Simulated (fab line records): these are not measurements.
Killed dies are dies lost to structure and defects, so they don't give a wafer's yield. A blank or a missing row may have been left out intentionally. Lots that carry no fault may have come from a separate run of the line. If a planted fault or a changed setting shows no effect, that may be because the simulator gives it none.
Which of the tools did it? :: flow sky130 :: 6 lots, 18 wafers sampled, at 2 steps of a route of 708

== WHAT THE GAUGES SHOWED, per wafer ==
SKY_METAL3_OVL_MEAS_14.
lot: L304
measured: day 39 03:19
on: overlay-01
METAL3_OVL (nm): -7 -8 -8

lot: L308
measured: day 40 09:16
on: overlay-01
METAL3_OVL (nm): -2 0 -2

lot: L311
measured: day 41 19:01
on: overlay-01
METAL3_OVL (nm): 3 -6 -3

lot: L313
measured: day 41 21:22
on: overlay-02
METAL3_OVL (nm): 10 -2 5

lot: L315
measured: day 42 07:15
on: overlay-01
METAL3_OVL (nm): -4 -2 -7

lot: L321
measured: day 43 18:56
on: overlay-01
METAL3_OVL (nm): -5 1 -10

== EACH LOT AND THE TOOL THAT RAN IT (in order: tool; ch and the chambers of the sampled wafers; start) ==
lot: L304
SKY_CAPM_STRIP_14: plasmaAsher-01 ch 0,1, day 38 01:38

lot: L308
SKY_CAPM_STRIP_14: plasmaAsher-02 ch 0,1, day 39 07:38

lot: L311
SKY_CAPM_STRIP_14: plasmaAsher-04 ch 0,1, day 40 18:23

lot: L313
SKY_CAPM_STRIP_14: plasmaAsher-01 ch 0,1, day 40 20:23

lot: L315
SKY_CAPM_STRIP_14: plasmaAsher-04 ch 0,1, day 41 06:32

lot: L321
SKY_CAPM_STRIP_14: plasmaAsher-01 ch 0,1, day 42 19:41
- SKY_CAPM_STRIP_14: strips in O2/N2.

== THE ANSWER, worked out from the rows above alone ==
Rule: what is usual is taken from the lots themselves. Put in order of their means at a reading, lots are off if they are a third of the lots or fewer, leave a main group of 4 or more, and stand apart from it by a gap of 3 or more times the standard deviation of the main group's means; of several such gaps the widest counts. If all means in a main group match to the digits the tables above print for the reading, that group is not used. Also off: a lot with no number at a reading for which 4 or more lots have one. The other lots that the step has rows for count as sound.
Nothing can be told from this: no lot is off at any reading shown.

== WHAT THE SIMULATOR HAD INSERTED ==
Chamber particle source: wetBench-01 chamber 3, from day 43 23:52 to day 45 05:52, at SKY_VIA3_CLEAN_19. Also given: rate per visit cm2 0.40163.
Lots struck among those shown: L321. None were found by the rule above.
